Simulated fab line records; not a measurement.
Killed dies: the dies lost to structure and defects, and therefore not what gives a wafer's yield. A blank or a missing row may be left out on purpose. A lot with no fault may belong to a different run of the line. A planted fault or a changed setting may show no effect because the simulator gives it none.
fab line records	flow sky130
record lots=7	wafers=21	last-day=49
route steps=708 shown VIA1@467 PAD_OPEN@708
lots that met no fault: from a run of the same line without faults
start-h: hours from the record's opening day to when the first of the lot's shown wafers began	wait-h: hours from the lot's prior step to this one	" repeats the value in the row above	L1.1+2: one row covering several wafers at once	- either no value or no given start	* or withheld: withheld	< > ~ a bound
route shown NAME@n: names a module that has steps shown in the file, with the first one's number in the route	usual: average and standard deviation across the fault-free wafers	same: alike in all rows	chamber/n: place in a boat	sites: each site's reading	_std_site: the standard deviation of these	_edge_site: outer sites' mean less inner sites'	radius-mm: how far each site lies from the wafer's centre	mask NAME#n: copy n	behind: the tool/chamber that last shaped the wafer	hold: why the lot went on hold/how many hours it stayed there/how the hold came to an end	device: the n, p or np transistor that did not switch	end of line: tests run on the same wafers once the route is complete	a step with no rows: only its recipe	killed: not the wafer's yield, but the dies lost to structure and defects at the first sort	map: shows each die of a wafer: x if killed, . if not, _ if none is there
set.NAME: the setting as run; set.NAME@STEP: as run at that earlier step	model.NAME: the simulator's own value behind a step, which no gauge read
certain route steps with their lots: each step a table, each wafer a row
services: when a tool's chamber went out of use (start-h, in hours from the record's first day, below 0 if earlier), for how many hours, and the reason
## steps
# step SKY_VIA1_EXPOSE_09
# recipe mask-id=VIM	na=0.8	source-shape=annular	sigma-inner=0.55	sigma-outer=0.85	target-cd-nm=150	dose-mj=38
# step SKY_VIA1_PEB_10
# recipe peb-temp-c=withheld	peb-time-s=withheld	resist=KrF-thick
# step SKY_VIA1_DEVELOP_11
# recipe develop-time-s=60	resist=KrF-thick	dev-temp-c=21
# step SKY_VIA1_CD_MEAS_12
# recipe target-cd-nm=150
# usual cd-nm=149.7/1.6
lot.wafer	tool	chamber	start-h	wait-h	cd-nm
L367.1	cd-sem-02	-	791.45	-	151.5
L367.3	"	-	"	"	151.4
L367.5	"	-	"	"	149.6
L368.3	cd-sem-02	-	823.63	-	147.0
L368.4	"	-	"	"	147.1
L368.5	"	-	"	"	147.8
L373.2	cd-sem-01	-	855.91	-	149.0
L373.4	"	-	"	"	148.2
L373.5	"	-	"	"	147.8
L375.2	cd-sem-02	-	859.81	-	152.6
L375.3	"	-	"	"	152.4
L375.4	"	-	"	"	151.1
L376.1	cd-sem-02	-	864.45	-	149.7
L376.5	"	-	"	"	150.3
L376.6	"	-	"	"	149.6
L379.1	cd-sem-01	-	891.70	-	149.6
L379.3	"	-	"	"	151.5
L379.5	"	-	"	"	151.1
L382.1	cd-sem-02	-	913.54	-	148.9
L382.4	"	-	"	"	146.7
L382.6	"	-	"	"	148.3
# step SKY_VIA1_OVL_MEAS_13
# usual VIA1_OVL=-2/5.9
lot.wafer	tool	chamber	start-h	wait-h	VIA1_OVL[nm]
L367.1	overlay-02	-	791.57	0.1	-2
L367.3	"	-	"	"	-2
L367.5	"	-	"	"	2
L368.3	overlay-01	-	823.72	0.1	2
L368.4	"	-	"	"	1
L368.5	"	-	"	"	3
L373.2	overlay-02	-	856.02	0.1	3
L373.4	"	-	"	"	1
L373.5	"	-	"	"	0
L375.2	overlay-02	-	859.92	0.1	2
L375.3	"	-	"	"	6
L375.4	"	-	"	"	-4
L376.1	overlay-01	-	864.57	0.1	5
L376.5	"	-	"	"	-1
L376.6	"	-	"	"	2
L379.1	overlay-01	-	891.82	0.1	-6
L379.3	"	-	"	"	-4
L379.5	"	-	"	"	-5
L382.1	overlay-02	-	913.66	0.1	8
L382.4	"	-	"	"	5
L382.6	"	-	"	"	8
# step SKY_VIA1_ETCH_14
# recipe chemistry=N2/H2	target=BARC	ion-energy-ev=200	source-w=500	bias-w=100	pressure-mtorr=30	n2-flow-sccm=100	h2-flow-sccm=200	stop-on=SiO2	time-s=45.9	target-depth-a=600
# usual drypump-motor-current-A=5.9/0.44	oes-product-au=0.855/0.0051	throttle-valve-pct=13.227/0.009
lot.wafer	tool	chamber	start-h	wait-h	drypump-motor-current-A	oes-product-au	rf-hours-counter-h	throttle-valve-pct
L367.1	rie-diel-04	3	791.61	0.0	5.2	0.852	7	13.235
L367.3	"	1	"	"	6.4	0.851	6	13.221
L367.5	"	2	"	"	5.4	0.852	-	13.216
L368.3	rie-diel-02	2	823.74	0.0	5.8	0.848	7	13.224
L368.4	"	1	"	"	5.8	0.849	13	13.221
L368.5	"	1	"	"	5.7	0.853	-	13.244
L373.2	rie-diel-04	1	856.05	0.0	6.4	0.860	8	13.226
L373.4	"	0	"	"	6.6	0.856	12	13.245
L373.5	"	0	"	"	6.6	0.855	-	13.221
L375.2	rie-diel-02	0	859.95	0.0	6.3	0.850	7	13.239
L375.3	"	2	"	"	5.8	0.855	9	13.218
L375.4	"	1	"	"	5.7	0.849	14	13.217
L376.1	rie-diel-02	3	864.61	0.0	5.6	0.846	4	13.232
L376.5	"	0	"	"	6.3	0.858	-	13.198
L376.6	"	1	"	"	5.7	0.855	-	13.222
L379.1	rie-diel-04	1	891.86	0.0	6.5	0.852	9	13.222
L379.3	"	0	"	"	6.6	0.861	12	13.238
L379.5	"	0	"	"	6.6	0.858	-	13.227
L382.1	rie-diel-02	0	913.69	0.0	6.3	0.863	9	13.220
L382.4	"	0	"	"	6.3	0.857	-	13.221
L382.6	"	2	"	"	5.8	0.844	-	13.218
# step SKY_VIA1_ETCH_15
# recipe target=SiO2	chemistry=C4F8/O2/Ar	target-depth-nm=351	stop-on=TiN	mask-material=KrF-thick	source-w=1500	bias-w=1200	pressure-mtorr=40	c4f8-flow-sccm=withheld	O2_flow_sccm=6	Ar_flow_sccm=300	time-s=54
# usual oes-product-au=0.980/0.006
lot.wafer	tool	chamber	start-h	wait-h	oes-product-au	rf-hours-counter-h
L367.1	rie-diel-04	3	791.65	0.0	0.983	7
L367.3	"	1	"	"	0.989	6
L367.5	"	2	"	"	0.978	-
L368.3	rie-diel-02	2	823.78	0.0	0.983	7
L368.4	"	1	"	"	0.976	13
L368.5	"	1	"	"	0.976	-
L373.2	rie-diel-04	1	856.09	0.0	0.983	8
L373.4	"	0	"	"	0.986	12
L373.5	"	0	"	"	0.984	-
L375.2	rie-diel-02	0	859.99	0.0	0.984	7
L375.3	"	2	"	"	0.985	9
L375.4	"	1	"	"	0.980	14
L376.1	rie-diel-02	3	864.65	0.0	0.988	4
L376.5	"	0	"	"	0.981	-
L376.6	"	1	"	"	0.980	-
L379.1	rie-diel-04	1	891.90	0.0	0.980	9
L379.3	"	0	"	"	0.981	12
L379.5	"	0	"	"	0.974	-
L382.1	rie-diel-02	0	913.74	0.0	0.975	9
L382.4	"	0	"	"	0.981	-
L382.6	"	2	"	"	0.981	-
# step SKY_VIA1_STRIP_16
# recipe chemistry=O2/N2	power-w=1400	pressure-mtorr=1500	platen-temp-c=withheld	o2-flow-sccm=3000	n2-flow-sccm=300	overash-fraction=0.5
# usual drypump-motor-current-A=5.9/0.31	oes-product-au=0.417/0.0044	strip-time-to-endpoint-s=4.476/0.018
lot.wafer	tool	chamber	start-h	wait-h	drypump-motor-current-A	oes-product-au	rf-hours-counter-h	strip-time-to-endpoint-s
L367.1	plasma-asher-02	0	791.70	0.0	5.8	0.429	69	4.464
L367.3	"	0	"	"	5.8	0.418	-	4.483
L367.5	"	1	"	"	6.1	0.413	-	4.485
L368.3	plasma-asher-03	0	823.86	0.1	5.6	0.416	-	4.477
L368.4	"	1	"	"	6.4	0.416	-	4.469
L368.5	"	1	"	"	6.3	0.419	-	4.475
L373.2	plasma-asher-03	0	856.14	0.0	5.5	0.415	12	4.462
L373.4	"	1	"	"	6.4	0.416	-	4.489
L373.5	"	0	"	"	5.5	0.409	-	4.495
L375.2	plasma-asher-03	0	860.04	0.0	5.6	0.413	12	4.440
L375.3	"	0	"	"	5.6	0.419	-	4.463
L375.4	"	1	"	"	6.3	0.415	-	4.431
L376.1	plasma-asher-03	1	864.70	0.0	6.3	0.416	13	4.461
L376.5	"	1	"	"	6.3	0.408	-	4.456
L376.6	"	0	"	"	5.6	0.424	-	4.471
L379.1	plasma-asher-02	0	891.95	0.0	5.7	0.420	79	4.473
L379.3	"	0	"	"	5.8	0.411	-	4.475
L379.5	"	1	"	"	6.0	0.420	-	4.464
L382.1	plasma-asher-02	1	913.78	0.0	6.0	0.419	81	4.464
L382.4	"	0	"	"	5.8	0.409	-	4.449
L382.6	"	0	"	"	5.8	0.414	-	4.449
# step SKY_VIA1_STRIP_17
# recipe chemistry=post-etch-residue-remover	time-s=1200	temp-c=72.5
# step SKY_VIA1_CLEAN_18
# recipe chemistry=IPA	time-s=180	temp-c=25
# step SKY_VIA1_CLEAN_19
# recipe chemistry=O3/DIW	dry=n2-spin
# step SKY_VIA1_SPUTTER_20
# recipe material=TiN	target-thk-nm=20	chamber-pressure-pa=5.079	power-w=4000	time-s=80
# usual throttle-valve-pct=29.8/1.1
lot.wafer	tool	chamber	start-h	wait-h	throttle-valve-pct
L367.1	pvd-sputter-03	-	792.29	0.0	30.3
L367.3	"	-	"	"	30.3
L367.5	"	-	"	"	30.2
L368.3	pvd-sputter-02	-	824.42	0.0	28.3
L368.4	"	-	"	"	31.0
L368.5	"	-	"	"	28.2
L373.2	pvd-sputter-04	-	856.73	0.0	30.8
L373.4	"	-	"	"	29.3
L373.5	"	-	"	"	29.7
L375.2	pvd-sputter-03	-	860.63	0.0	29.2
L375.3	"	-	"	"	29.8
L375.4	"	-	"	"	28.8
L376.1	pvd-sputter-02	-	865.29	0.0	28.4
L376.5	"	-	"	"	29.7
L376.6	"	-	"	"	28.4
L379.1	pvd-sputter-03	-	892.55	0.0	29.4
L379.3	"	-	"	"	29.8
L379.5	"	-	"	"	29.2
L382.1	pvd-sputter-03	-	914.39	0.0	29.1
L382.4	"	-	"	"	28.9
L382.6	"	-	"	"	30.3
# step SKY_VIA1_CVD_21
# recipe material=W	target-thk-nm=270	time-s=80.902	temp-c=400	pressure-torr=40
# usual chamber-pressure-Torr=39.99/0.087	heater-power-outer-w=500/46	heater-power-w=822/98
lot.wafer	tool	chamber	start-h	wait-h	chamber-pressure-Torr	heater-power-outer-w	heater-power-w	since-wet-clean-h	model.W_of_VIA1_CVD_21.thk-nm
L367.1	cvd-w-02	1	792.36	0.0	39.99	461	759	388	271.3
L367.3	"	0	"	"	39.97	449	698	-	272.3
L367.5	"	1	"	"	39.87	465	753	-	268.5
L368.3	cvd-w-01	0	824.51	0.1	39.93	523	875	-	269.4
L368.4	"	1	"	"	39.94	558	967	-	270.6
L368.5	"	1	"	"	39.97	569	991	-	276
L373.2	cvd-w-01	0	856.79	0.0	43.74	527	862	953	281.2
L373.4	"	1	"	"	39.96	553	990	-	271.7
L373.5	"	0	"	"	43.80	530	869	-	284.9
L375.2	cvd-w-01	1	860.69	0.0	40.00	563	974	957	272.1
L375.3	"	1	"	"	40.00	557	951	-	273.5
L375.4	"	0	"	"	43.88	541	891	-	283.3
L376.1	cvd-w-01	1	865.35	0.0	39.95	566	960	961	271.9
L376.5	"	0	"	"	43.74	550	856	-	281.9
L376.6	"	1	"	"	39.86	553	957	-	271.1
L379.1	cvd-w-02	0	892.61	0.0	39.89	450	722	489	267.1
L379.3	"	0	"	"	40.06	444	709	-	267.6
L379.5	"	0	"	"	39.91	447	720	-	266.7
L382.1	cvd-w-02	1	914.45	0.0	40.09	475	742	510	267.2
L382.4	"	1	"	"	40.07	450	736	-	269.6
L382.6	"	1	"	"	40.04	466	757	-	266.8
# step SKY_VIA1_RS_MEAS_22
# recipe thk-meas-gauge=four-point-probe	reads=W_of_VIA1_CVD_21+TiN_of_VIA1_SPUTTER_20
# usual VIA1_W_RS=0.427/0.004
lot.wafer	tool	chamber	start-h	wait-h	VIA1_W_RS[ohm/sq]
L367.1	film-metro-02	-	792.45	0.1	0.423
L367.3	"	-	"	"	0.422
L367.5	"	-	"	"	0.428
L368.3	film-metro-01	-	824.62	0.1	0.428
L368.4	"	-	"	"	0.425
L368.5	"	-	"	"	0.418
L373.2	film-metro-01	-	856.90	0.1	0.410
L373.4	"	-	"	"	0.425
L373.5	"	-	"	"	0.404
L375.2	film-metro-04	-	860.80	0.1	0.424
L375.3	"	-	"	"	0.421
L375.4	"	-	"	"	0.405
L376.1	film-metro-04	-	865.44	0.1	0.423
L376.5	"	-	"	"	0.407
L376.6	"	-	"	"	0.424
L379.1	film-metro-04	-	892.70	0.1	0.432
L379.3	"	-	"	"	0.430
L379.5	"	-	"	"	0.432
L382.1	film-metro-01	-	914.54	0.1	0.432
L382.4	"	-	"	"	0.427
L382.6	"	-	"	"	0.431
# step SKY_VIA1_THK_MEAS_23
# recipe thk-meas-gauge=xrf	reads=W_of_VIA1_CVD_21
# usual VIA1_W_THK=276/3.4
lot.wafer	tool	chamber	start-h	wait-h	VIA1_W_THK[nm]
L367.1	film-metro-02	-	792.57	0.1	274
L367.3	"	-	"	"	274
L367.5	"	-	"	"	272
L368.3	film-metro-01	-	824.72	0.1	275
L368.4	"	-	"	"	276
L368.5	"	-	"	"	283
L373.2	film-metro-01	-	857.01	0.1	289
L373.4	"	-	"	"	280
L373.5	"	-	"	"	296
L375.2	film-metro-04	-	860.91	0.1	281
L375.3	"	-	"	"	284
L375.4	"	-	"	"	292
L376.1	film-metro-04	-	865.56	0.1	277
L376.5	"	-	"	"	289
L376.6	"	-	"	"	276
L379.1	film-metro-04	-	892.82	0.1	272
L379.3	"	-	"	"	274
L379.5	"	-	"	"	273
L382.1	film-metro-01	-	914.66	0.1	275
L382.4	"	-	"	"	277
L382.6	"	-	"	"	273
# step SKY_VIA1_CMP_24
# recipe stop-on=SiO2	t-overpolish-s=15	down-force-psi=3.5	platen-rpm=60	target-thk-nm=0	pad-velocity-m-s=0.94248
# usual motor-current-A=11.3/1	overpolish-run-s=15.001/0.0086	time-to-endpoint-s=64.2/2.5
# same t-overpolish-s=15
lot.wafer	tool	chamber	start-h	wait-h	motor-current-A	overpolish-run-s	time-to-endpoint-s
L367.1	cmp-01	3	792.68	0.1	10.1	15.007	63.2
L367.3	"	0	"	"	10.5	14.999	65.1
L367.5	"	2	"	"	11.7	15.012	63.1
L368.3	cmp-01	2	824.76	0.0	11.9	15.000	62.4
L368.4	"	3	"	"	10.3	15.006	63.0
L368.5	"	2	"	"	12.3	14.999	65.4
L373.2	cmp-02	2	857.06	0.0	12.4	14.995	66.1
L373.4	"	1	"	"	10.6	14.984	65.9
L373.5	"	2	"	"	12.0	14.993	69.7
L375.2	cmp-02	2	861.01	0.1	11.7	15.001	69.4
L375.4	"	3	"	"	12.1	14.999	70.1
L375.3	"	0	"	"	11.5	14.998	66.6
L376.1	cmp-01	2	865.72	0.1	11.6	15.008	65.1
L376.5	"	0	"	"	10.3	15.012	65.0
L376.6	"	1	"	"	13.3	14.986	61.8
L379.1	cmp-02	2	892.88	0.1	12.0	14.998	67.3
L379.3	"	1	"	"	10.1	15.003	67.8
L379.5	"	3	"	"	12.1	15.001	64.6
L382.4	cmp-02	1	914.72	0.0	10.1	15.011	65.4
L382.1	"	2	"	"	11.9	14.996	65.4
L382.6	"	1	"	"	9.6	14.988	66.6
# step SKY_PAD_OPEN_PROBE_99
# usual defect-limited-yield=81.9/1.9	killed_at_M0_to_M3=45/7.9	killed_at_M4_up=2.9/1.8	killed-at-contacts=25/5.5	killed-at-front-end=16/4.4	killed-at-other=0.3/0.58	killed-dies=89/9.4	killed-open=49/6.8	killed-short=40/6.3	sort_bin_3_pad_short=0.9/0.41	sort_bin_5_function=10.8/1.5	sort_bin_6_memory=6.4/1.2	sort-n-pass=403/9.4	sort-yield-pct=81.9/1.9
# same gross-dies=492	killed-at-back-side=0	sort_bin_4_leakage[%]=0	sort_bin_8_speed[%]=0
lot.wafer	tool	chamber	start-h	wait-h	defect-limited-yield[%]	killed_at_M0_to_M3	killed_at_M4_up	killed-at-contacts	killed-at-front-end	killed-at-other	killed-dies	killed-open	killed-short	sort_bin_3_pad_short[%]	sort_bin_5_function[%]	sort_bin_6_memory[%]	sort-n-pass	sort-yield-pct[%]
L367.1	prober-02	-	1074.47	0.1	81.5	43	4	24	20	0	91	47	43	1.6	11.2	5.7	401	81.5
L367.3	prober-02	-	1074.57	0.2	83.7	36	7	27	10	0	80	41	39	0.6	10.8	4.9	412	83.7
L367.5	prober-02	-	1074.67	0.2	83.5	32	7	24	18	0	81	43	38	0.4	11.6	4.5	411	83.5
L368.3	prober-01	-	1097.69	0.2	80.7	49	3	22	21	0	95	51	42	1.6	9.3	8.3	397	80.7
L368.4	prober-01	-	1097.74	0.2	83.5	46	2	20	13	0	81	47	34	0.4	10.6	5.5	411	83.5
L368.5	prober-01	-	1097.79	0.2	82.1	42	5	25	15	1	88	48	40	1.0	11.0	5.9	404	82.1
L373.2	prober-02	-	1123.20	0.1	79.7	60	4	22	14	0	100	54	46	0.8	13.4	6.1	392	79.7
L373.4	prober-02	-	1123.30	0.2	80.9	44	5	25	19	1	94	51	43	0.8	10.6	7.7	398	80.9
L373.5	prober-02	-	1123.35	0.2	82.3	43	3	25	16	0	87	47	40	0.4	10.8	6.5	405	82.3
L375.2	prober-02	-	1128.49	0.1	84.3	33	5	25	13	1	77	39	38	0	9.3	6.3	415	84.3
L375.3	prober-02	-	1128.54	0.2	78.3	66	5	24	12	0	107	49	58	0.6	12.8	8.3	385	78.3
L375.4	prober-02	-	1128.59	0.2	82.3	46	3	25	13	0	87	48	39	1.0	10.2	6.5	405	82.3
L376.1	prober-02	-	1130.80	0.1	80.7	46	6	23	20	0	95	51	44	0.8	11.2	7.3	397	80.7
L376.5	prober-02	-	1131.00	0.2	82.9	40	2	24	18	0	84	51	29	0.4	11.4	5.3	408	82.9
L376.6	prober-02	-	1131.05	0.2	82.1	42	5	29	12	0	88	45	42	0.6	11.6	5.7	404	82.1
L379.1	prober-01	-	1151.44	0.1	80.1	41	5	31	21	0	98	53	45	1.2	11.2	7.5	394	80.1
L379.3	prober-01	-	1151.54	0.2	80.9	41	1	27	25	0	94	57	35	1.4	11.2	6.5	398	80.9
L379.5	prober-01	-	1151.64	0.2	83.3	33	4	28	17	0	82	41	40	0.2	12.0	4.5	410	83.3
L382.1	prober-02	-	1166.79	0.1	83.3	32	7	26	16	1	82	46	35	0.4	10.2	6.1	410	83.3
L382.4	prober-02	-	1166.94	0.2	86.4	38	0	12	16	1	67	48	19	0.4	8.3	4.9	425	86.4
L382.6	prober-02	-	1167.04	0.2	85.2	35	3	25	10	0	73	40	33	0.8	8.9	5.1	419	85.2
# killed by level:class
L367.1 LI_CONTACT:geometric-particle:open=10 METAL1:geometric-particle:short=7 VIA3:geometric-particle:open=7 POLY_GATE:geometric-particle:open=6 VIA1:geometric-particle:short=6 VIA1:geometric-particle:open=6 POLY_GATE:geometric-particle:short=5 LOCAL_INTERCONNECT:geometric-particle:short=4
L367.3 VIA3:geometric-particle:open=9 LI_CONTACT:geometric-particle:open=8 VIA1:geometric-particle:open=7 LI_CONTACT:geometric-particle:short=5 CONTACT:geometric-particle:short=5 CONTACT:geometric-particle:open=5 METAL1:geometric-particle:short=5 METAL4:geometric-particle:short=5
L367.5 CONTACT:geometric-particle:open=9 VIA1:geometric-particle:open=8 FIELD_ISO:geometric-particle:open=6 LI_CONTACT:geometric-particle:open=5 METAL2:geometric-particle:short=5 POLY_GATE:geometric-particle:short=4 LI_CONTACT:geometric-particle:short=4 CONTACT:geometric-particle:short=4
L368.3 VIA2:geometric-particle:open=12 VIA1:geometric-particle:open=9 CONTACT:geometric-particle:open=9 POLY_GATE:geometric-particle:open=6 LI_CONTACT:geometric-particle:open=6 METAL2:geometric-particle:short=6 VIA1:geometric-particle:short=5 POLY_GATE:geometric-particle:short=5
L368.4 VIA1:geometric-particle:open=9 CONTACT:geometric-particle:open=8 LI_CONTACT:geometric-particle:open=7 VIA2:geometric-particle:open=6 VIA2:geometric-particle:short=5 METAL1:geometric-particle:short=5 VIA1:geometric-particle:short=5 VIA3:geometric-particle:open=5
L368.5 VIA1:geometric-particle:open=14 CONTACT:geometric-particle:open=9 LI_CONTACT:geometric-particle:open=5 CONTACT:geometric-particle:short=5 VIA2:geometric-particle:open=5 FIELD_ISO:geometric-particle:short=4 LI_CONTACT:geometric-particle:short=4 METAL1:geometric-particle:short=4
L373.2 VIA1:geometric-particle:open=14 VIA2:geometric-particle:open=10 CONTACT:geometric-particle:open=9 METAL2:geometric-particle:short=9 VIA1:geometric-particle:short=8 CONTACT:geometric-particle:short=7 VIA3:geometric-particle:open=6 POLY_GATE:geometric-particle:open=5
L373.4 VIA1:geometric-particle:open=10 CONTACT:geometric-particle:open=8 VIA3:geometric-particle:open=8 LI_CONTACT:geometric-particle:open=6 VIA2:geometric-particle:open=6 VIA1:geometric-particle:short=5 FIELD_ISO:geometric-particle:short=4 LOCAL_INTERCONNECT:geometric-particle:short=4
L373.5 VIA1:geometric-particle:open=14 CONTACT:geometric-particle:open=11 CONTACT:geometric-particle:short=7 METAL2:geometric-particle:short=5 METAL1:geometric-particle:short=5 POLY_GATE:geometric-particle:short=4 LI_CONTACT:geometric-particle:open=4 POLY_GATE:geometric-particle:open=3
L375.2 CONTACT:geometric-particle:open=10 FIELD_ISO:geometric-particle:open=5 LI_CONTACT:geometric-particle:open=5 CONTACT:geometric-particle:short=5 METAL1:geometric-particle:short=5 VIA1:geometric-particle:short=5 FIELD_ISO:geometric-particle:short=4 LOCAL_INTERCONNECT:geometric-particle:short=4
L375.3 VIA1:geometric-particle:open=13 METAL1:geometric-particle:short=11 METAL2:geometric-particle:short=9 VIA3:geometric-particle:open=9 CONTACT:geometric-particle:short=8 LI_CONTACT:geometric-particle:open=7 CONTACT:geometric-particle:open=6 VIA1:geometric-particle:short=6
L375.4 CONTACT:geometric-particle:open=10 LI_CONTACT:geometric-particle:open=7 CONTACT:geometric-particle:short=7 VIA1:geometric-particle:open=7 VIA3:geometric-particle:open=7 METAL1:geometric-particle:short=5 VIA2:geometric-particle:open=5 FIELD_ISO:geometric-particle:short=4
L376.1 VIA1:geometric-particle:open=14 CONTACT:geometric-particle:open=9 LI_CONTACT:geometric-particle:open=6 METAL1:geometric-particle:short=6 METAL2:geometric-particle:short=6 FIELD_ISO:geometric-particle:short=5 VIA2:geometric-particle:open=5 LI_CONTACT:geometric-particle:short=4
L376.5 CONTACT:geometric-particle:open=10 VIA1:geometric-particle:open=8 LI_CONTACT:geometric-particle:open=7 VIA2:geometric-particle:open=6 VIA3:geometric-particle:open=6 SPACER:geometric-particle:open=5 METAL1:geometric-particle:short=5 METAL2:geometric-particle:short=5
L376.6 CONTACT:geometric-particle:open=11 VIA1:geometric-particle:open=9 METAL2:geometric-particle:short=7 LI_CONTACT:geometric-particle:open=6 VIA2:geometric-particle:open=5 METAL1:geometric-particle:short=4 LI_CONTACT:geometric-particle:short=4 LOCAL_INTERCONNECT:geometric-particle:short=4
L379.1 CONTACT:geometric-particle:open=11 VIA1:geometric-particle:open=9 FIELD_ISO:geometric-particle:open=8 LI_CONTACT:geometric-particle:open=7 VIA2:geometric-particle:open=6 CONTACT:geometric-particle:short=6 METAL1:geometric-particle:short=5 METAL2:geometric-particle:short=5
L379.3 CONTACT:geometric-particle:open=12 LI_CONTACT:geometric-particle:open=9 FIELD_ISO:geometric-particle:open=8 VIA3:geometric-particle:open=8 FIELD_ISO:geometric-particle:short=7 METAL1:geometric-particle:short=7 VIA1:geometric-particle:short=7 METAL2:geometric-particle:short=6
L379.5 CONTACT:geometric-particle:open=8 FIELD_ISO:geometric-particle:open=6 LI_CONTACT:geometric-particle:open=6 LOCAL_INTERCONNECT:geometric-particle:short=6 VIA2:geometric-particle:open=6 METAL2:geometric-particle:short=5 CONTACT:geometric-particle:short=4 LI_CONTACT:geometric-particle:short=4
L382.1 CONTACT:geometric-particle:open=10 VIA1:geometric-particle:open=10 METAL1:geometric-particle:short=8 FIELD_ISO:geometric-particle:short=6 LI_CONTACT:geometric-particle:open=6 FIELD_ISO:geometric-particle:open=5 LI_CONTACT:geometric-particle:short=4 METAL4:geometric-particle:short=3
L382.4 VIA2:geometric-particle:open=11 VIA1:geometric-particle:open=9 CONTACT:geometric-particle:open=6 FIELD_ISO:geometric-particle:open=5 VIA3:geometric-particle:open=5 SPACER:geometric-particle:open=4 METAL1:geometric-particle:short=4 POLY_GATE:geometric-particle:open=3
L382.6 VIA1:geometric-particle:open=10 LI_CONTACT:geometric-particle:open=10 CONTACT:geometric-particle:open=9 METAL1:geometric-particle:short=6 FIELD_ISO:geometric-particle:open=4 VIA1:geometric-particle:short=4 VIA2:geometric-particle:short=4 FIELD_ISO:geometric-particle:short=3
## services
tool	chamber	start-h	hours	kind
cmp-02	-	794.43	1.6	repair
cmp-01	-	796.01	6.2	pm
rie-diel-02	3	798.41	2.6	repair
cmp-01	-	809.56	2.5	repair
cmp-01	-	812.01	4.8	pm
rie-diel-04	3	821.37	5.9	repair
rie-diel-04	2	828.78	4.1	repair
cvd-w-02	-	829.85	1.0	repair
cvd-w-01	-	833.73	4.3	pm
cmp-01	-	836.27	0.3	repair
cmp-01	-	848.59	3.6	repair
pvd-sputter-02	-	858.62	2.3	repair
plasma-asher-02	-	866.02	2.0	repair
cvd-w-02	1	876.03	5.0	repair
pvd-sputter-04	-	886.60	6.0	repair
cmp-01	-	896.91	1.7	repair
rie-diel-04	3	900.35	9.3	repair
cmp-02	-	901.17	2.3	repair
rie-diel-04	1	901.29	7.9	repair
cvd-w-01	-	904.00	14.0	pm
cvd-w-01	0	904.00	14.0	vent-cycle
cvd-w-01	1	904.00	14.0	vent-cycle
rie-diel-02	3	911.99	5.7	repair
cmp-01	-	913.27	2.5	repair
## key
first-sign step=SKY_VIA1_CVD_21	reading=chamber-pressure-Torr	direction=up	sigmas=44	usual=39.99	struck=43.79
effect step=SKY_VIA1_RS_MEAS_22	reading=VIA1_W_RS	direction=down	sigmas=5.2	usual=0.427	struck=0.407
effect step=SKY_VIA1_THK_MEAS_23	reading=VIA1_W_THK	direction=up	sigmas=4.6	usual=276	struck=292
model-effect step=SKY_VIA1_CVD_21	value=W_of_VIA1_CVD_21.thk-nm	without=270.4	struck=282.8
met-at SKY_VIA1_CVD_21
struck-wafers L373.2,L373.5,L375.4,L376.5
onset-between 824.51 856.79
fault kind=process-parameter-drift	tool=cvd-w-01	chamber=0	onset-h=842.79	steps=SKY_VIA1_CVD_21	channel=pressure-torr	offset=3.7963	shape=step	end-h=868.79	acts-in=these-recipes-only	stated=40
